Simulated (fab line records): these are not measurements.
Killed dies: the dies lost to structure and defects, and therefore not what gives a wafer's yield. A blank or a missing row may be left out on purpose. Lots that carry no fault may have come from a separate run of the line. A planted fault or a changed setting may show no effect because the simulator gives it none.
A lot that was struck, set against a sound lot + flow gf180mcu + 36 out of 602 route steps
Sound: these wafers, L907.1, L907.4, L907.6. Struck: wafer L917.6. (L917.3, L917.5 of the same lot were not struck and are left out.) The cause comes at the end.
Order at every step that has rows: each side's tool, ch and its chambers, its first start. Under that, the readings that differ: sound wafers + struck wafers + difference of the means + sigmas: that difference in standard deviations of wafers without a fault.
alike: same words and numbers on both sides, and readings whose means sit less than 2 such deviations apart. not compared: any withheld reading, any reading some wafer has no value for, any bound like >300 that may hide the same value, and any number with overlapping values for which the record gives no deviation.
A row with sigmas, a row that says differs or no value, or rows on one side alone: a step with any of these is where the two part. Numbers that don't overlap but have no deviation are shown without sigmas and don't part them. Lack of a reading on every wafer of one side parts them only where that side has two or more wafers.

first, 2 steps without rows for these wafers: GF_M3_PEB_12 (peb time 90 s); GF_M3_DEVELOP_13 (develop time 60 s).
GF_M3_CD_MEAS_14: target cd 280 nm.
  struck on cd-sem-01, day 25 14:34; sound on cd-sem-02, day 21 20:20
  alike: cd-nm
GF_M3_OVL_MEAS_15:
  struck on overlay-02, day 25 14:40; sound on overlay-01, day 21 20:27
  alike: M3_OVL
then, 1 step without rows for these wafers: GF_M3_METAL_ETCH_16 (etches the open film in Cl2/BCl3, stops on SiO2, target depth 750.8 nm, time 125.1 s).
GF_M3_STRIP_17: strips in O2/N2.
  sound on plasma-asher-01 ch 0,1, day 21 20:37; struck on plasma-asher-01 ch 1, day 25 14:50
  alike: drypump-motor-current-A, heater-power-w, oes-product-au, strip-time-to-endpoint-s
  not compared: rf-hours-counter-h
then, 3 steps without rows for these wafers: GF_M3_STRIP_18 (strips in post etch residue remover, time 1200 s); GF_M3_CLEAN_19 (cleans in DIW); GF_V3_CVD_00 (deposits SiO2, target thk 600 nm, time 100 s).
GF_V3_THK_MEAS_01:
  struck on film-metro-03, day 25 15:26; sound on film-metro-04, day 21 21:13
  alike: V3_CVD_00_THK
then, 1 step without rows for these wafers: GF_V3_CVD_02 (deposits SiO2 from TEOS, target thk 850 nm, time 94.851 s).
GF_V3_THK_MEAS_03:
  struck on film-metro-04, day 25 15:34; sound on film-metro-02, day 21 21:21
  alike: V3_CVD_02_THK
GF_V3_CMP_04: polishes SiO2.
  sound on cmp-02 ch 0,2,3, day 21 21:25; struck on cmp-01 ch 1, day 25 15:40
| reading                             | sound           | struck | difference | sigmas |
|-------------------------------------|-----------------|--------|------------|--------|
| time-to-endpoint-s (s)              | 75 82 86        | 62     | -19        | -4     |
| model.SiO2_of_V3_CVD_02.thk-nm (nm) | 631.1 633 632.6 | 696.3  | +64.1      |        |
  alike: motor-current-A, platen-rpm, slurry-filter-dp-kPa, slurry-flow-ml-min
GF_V3_BOW_MEAS_05:
  struck on film-metro-04, day 25 15:57; sound on film-metro-02, day 21 21:43
  alike: V3_BOW
then, 8 steps without rows for these wafers: GF_V3_DEHYDRATE_06 (time 60 s); GF_V3_HMDS_07 (prime time 60 s); GF_V3_COAT_08; GF_V3_COAT_09 (resist thk 1000 nm); GF_V3_SOFTBAKE_10 (time 60 s); GF_V3_EXPOSE_11 (exposes mask Via3, target cd 260 nm); GF_V3_PEB_12 (peb time 90 s); GF_V3_DEVELOP_13 (develop time 60 s).
GF_V3_CD_MEAS_14: target cd 260 nm.
  struck on cd-sem-02, day 26 12:13; sound on cd-sem-01, day 22 21:26
| reading    | sound             | struck | difference | sigmas |
|------------|-------------------|--------|------------|--------|
| cd-nm (nm) | 259.0 257.7 257.6 | 261.4  | +3.3       | +3     |
GF_V3_OVL_MEAS_15:
  struck on overlay-02, day 26 12:18; sound on overlay-02, day 22 21:33
| reading     | sound  | struck | difference | sigmas |
|-------------|--------|--------|------------|--------|
| V3_OVL (nm) | 0 4 -4 | -10    | -10        | -2     |
GF_V3_ETCH_16: etches BARC in N2/H2.
  sound on rie-diel-03 ch 2,3, day 22 21:35; struck on rie-diel-03 ch 2, day 26 12:20
  alike: drypump-motor-current-A, oes-product-au, throttle-valve-pct
GF_V3_ETCH_17: etches SiO2 in C4F8/O2/Ar, stops on TiN, target depth 635 nm.
  sound on rie-diel-03 ch 2,3; struck on rie-diel-03 ch 2
| reading                        | sound             | struck | difference | sigmas |
|--------------------------------|-------------------|--------|------------|--------|
| oes-product-au (a.u.)          | 0.858 0.857 0.856 | 0.905  | +0.048     | +11    |
| model.etch.depth-nm (nm)       | 631.1 633 632.6   | 696.3  | +64.1      |        |
| model.V3.feature-depth-nm (nm) | 631.1 633 632.6   | 696.3  | +64.1      |        |
then, 4 steps without rows for these wafers: GF_V3_STRIP_18 (strips in O2/N2); GF_V3_STRIP_19 (strips in post etch residue remover, time 1200 s); GF_V3_CLEAN_20 (cleans in DIW); GF_V3_SPUTTER_21 (material Ti, target thk 15 nm, time 80.02 s).
GF_V3_SPUTTER_22: material TiN, target thk 10 nm, time 40 s.
  struck on pvd-sputter-03, day 26 13:03; sound on pvd-sputter-03, day 22 22:19
  alike: throttle-valve-pct
GF_V3_CVD_23: deposits W, target thk 350 nm, time 104.9 s.
  sound on cvd-w-01 ch 0,1, day 22 22:21; struck on cvd-w-02 ch 1, day 26 13:10
  alike: heater-power-w
GF_V3_RS_MEAS_24: the measuring method here is four-point-probe.
  struck on film-metro-03, day 26 13:21; sound on film-metro-04, day 22 22:28
  alike: V3_W_RS
GF_V3_THK_MEAS_25: measures by xrf.
  struck on film-metro-03, day 26 13:27; sound on film-metro-04, day 22 22:35
  alike: V3_W_THK
GF_V3_CMP_26: polishes, stops on SiO2, t overpolish 15 s, target thk 0 nm.
  sound on cmp-01 ch 0,2,3, day 22 22:44; struck on cmp-01 ch 0, day 26 13:29
| reading                             | sound             | struck | difference | sigmas |
|-------------------------------------|-------------------|--------|------------|--------|
| slurry-flow-ml-min                  | 149.9 149.4 150.5 | 150.9  | +1.0       | +2     |
| model.SiO2_of_V3_CVD_02.thk-nm (nm) | 627.3 629.2 628.8 | 692.5  | +64.1      |        |
  alike: motor-current-A, platen-rpm, slurry-filter-dp-kPa
GF_M4_SPUTTER_00: material Ti, target thk 37.5 nm, time 150 s.
  struck on pvd-sputter-01, day 26 13:47; sound on pvd-sputter-01, day 22 22:56
| reading                | sound          | struck | difference | sigmas |
|------------------------|----------------|--------|------------|--------|
| throttle-valve-pct (%) | 30.8 31.1 32.1 | 29.0   | -2.3       | -2     |

== WHERE THEY PART ==
Earliest at GF_V3_CMP_04; latest, in this record, at GF_M4_SPUTTER_00.

WHY: whatever the simulator had introduced
cmp-01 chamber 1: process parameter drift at GF_V3_CMP_04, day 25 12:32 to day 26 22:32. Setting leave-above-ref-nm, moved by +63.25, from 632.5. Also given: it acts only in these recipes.
